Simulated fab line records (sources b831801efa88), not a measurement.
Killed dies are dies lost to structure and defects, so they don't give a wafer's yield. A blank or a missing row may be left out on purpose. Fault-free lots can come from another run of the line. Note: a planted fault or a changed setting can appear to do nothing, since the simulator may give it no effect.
One fault through the eyes of 2 desks + flow gf180mcu + each desk has only its own numbers; what lay behind them comes last

== THE METROLOGY DESK ==
What the gauges read for every lot (on any tool): the sampled wafers with a number, averaged. If a lot's mean is further than 4 standard deviations from the usual mean, the lot is out of limits and carries the mark OUT (the distance appears in the brackets). 7 of its 9 readings are shown: the first one out of limits and those lying furthest out on some lot.
Columns: A = cd_nm at GF_M1_CD_MEAS_14, usual 229.5 nm; B = M1_OVL at GF_M1_OVL_MEAS_15, usual 3 nm; C = V1_CVD_00_THK at GF_V1_THK_MEAS_01, usual 579 nm; D = V1_CVD_02_THK at GF_V1_THK_MEAS_03, usual 853 nm; E = cd_nm at GF_V1_CD_MEAS_14, usual 260.3 nm; F = V1_W_RS at GF_V1_RS_MEAS_24, usual 0.328 ohm/sq; G = V1_W_THK at GF_V1_THK_MEAS_25, usual 353 nm
| lot  | first seen here | A                | B  | C   | D   | E     | F     | G   |
|------|-----------------|------------------|----|-----|-----|-------|-------|-----|
| L406 | day 17 11:57    | 229.5            | 5  | 578 | 855 | 259.2 | 0.326 | 358 |
| L409 | day 18 13:25    | 228.8            | 9  | 582 | 851 | 259.1 | 0.337 | 341 |
| L421 | day 23 06:37    | 229.1            | -1 | 572 | 843 | 260.3 | 0.332 | 346 |
| L422 | day 23 09:45    | 237.8 (+8.4) OUT | -6 | 577 | 857 | 259.9 | 0.331 | 351 |
| L423 | day 23 17:10    | 239.0 (+9.6) OUT | 1  | 582 | 858 | 259.7 | 0.332 | 347 |
| L426 | day 24 14:28    | 230.0            | 8  | 577 | 867 | 259.9 | 0.329 | 353 |
| L427 | day 24 23:07    | 228.5            | 1  | 579 | 853 | 260.1 | 0.325 | 359 |
This desk's finding: out of limits on L422, L423; first on L422, day 23 09:45 (cd_nm at GF_M1_CD_MEAS_14). In limits: L406, L409, L421, L426, L427.

== THE TOOL OWNER'S DESK: cmp-01 ==
The tool's own readings at GF_V1_CMP_04 (polishes SiO2): means of the sampled wafers that have a number, for each lot that ran on this tool. If a lot's mean is further than 4 standard deviations from the usual mean, the lot is out of limits and carries the mark OUT (the distance appears in the brackets).
Columns: A = motor_current_A at GF_V1_CMP_04, usual 12.7 A; B = time_to_endpoint_s at GF_V1_CMP_04, usual 79 s
| lot  | first seen here | A    | B             |
|------|-----------------|------|---------------|
| L409 | day 18 14:29    | 13.1 | 79            |
| L421 | day 23 07:43    | 12.9 | 55 (-5.6) OUT |
| L422 | day 23 10:53    | 13.0 | 60 (-4.5) OUT |
| L423 | day 23 18:14    | 13.2 | 41 (-8.8) OUT |
This desk's finding: out of limits on L421, L422, L423; first on L421, day 23 07:43 (time_to_endpoint_s at GF_V1_CMP_04). In limits: L409.

== BROUGHT TOGETHER ==
On L421, L422, L423, at day 23 07:43, an alarm was possible from the tool owner's desk.
On L422, L423, the metrology desk was in a position to raise an alarm at day 23 09:45.
The metrology desk has L421 on record, within its limits.
All the named lots went through GF_V1_CMP_04 on cmp-01.

== WHAT HAD BEEN PUT IN BY THE SIMULATOR ==
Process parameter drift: cmp-01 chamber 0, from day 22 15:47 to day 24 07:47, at GF_V1_CMP_04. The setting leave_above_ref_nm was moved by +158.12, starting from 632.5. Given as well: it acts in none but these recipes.
Lots struck among those shown: L421, L422, L423.
Hours from the fault's start to each desk's first reading out of limits: the tool owner's desk, 16; the metrology desk, 18.
